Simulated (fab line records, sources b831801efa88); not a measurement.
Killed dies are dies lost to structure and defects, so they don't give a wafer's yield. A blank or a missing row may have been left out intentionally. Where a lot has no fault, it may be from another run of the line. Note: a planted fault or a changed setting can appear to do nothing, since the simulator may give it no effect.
Chamber matching    flow sky130    cmp-02 running SKY_LI_CONTACT_CMP_02: 4 sister chambers
The step polishes PSG. 4 wafers are shown with their chamber, then 7 later ones without.

EACH WAFER AND ITS CHAMBER
wafer   chamber  motor current A (A)
L518.1  3        12.3
L519.1  2        13.9
L523.1  1        10.6
L523.3  0        13.1

WAFERS MISSING THEIR CHAMBER
wafer   motor current A (A)
L523.5  13.6
L527.2  12.7
L527.3  12.0
L527.5  12.6
L532.1  13.5
L532.4  10.8
L532.6  13.9

WHICH CHAMBER EACH ONE RAN IN
wafer    from the rows above       in truth
L523.5   can't be placed: 2 or 0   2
L527.2   can't be placed: 3 or 0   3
L527.3   3                         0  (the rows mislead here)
L527.5   can't be placed: 3 or 0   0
L532.1   can't be placed: 0 or 2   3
L532.4   1                         1
L532.6   2                         2
2 of 7 placed correctly. Can't be placed from these rows: 4 (the true chamber is among the candidates in 3). Number placed wrongly: 1.
How it was worked out, from the rows above alone: a wafer's distance from a chamber is the root of the sum, over the readings, of the square of ((its reading less the chamber's mean) divided by the reading's scatter). The wafer belongs to the nearest chamber; if the next one is less than 2 further off, it can't be placed. The mean given for a chamber averages the wafers shown for that chamber. The scatter: with one shown wafer a chamber, the root of the mean of the squares of how far each hidden wafer lies from its nearest shown one.
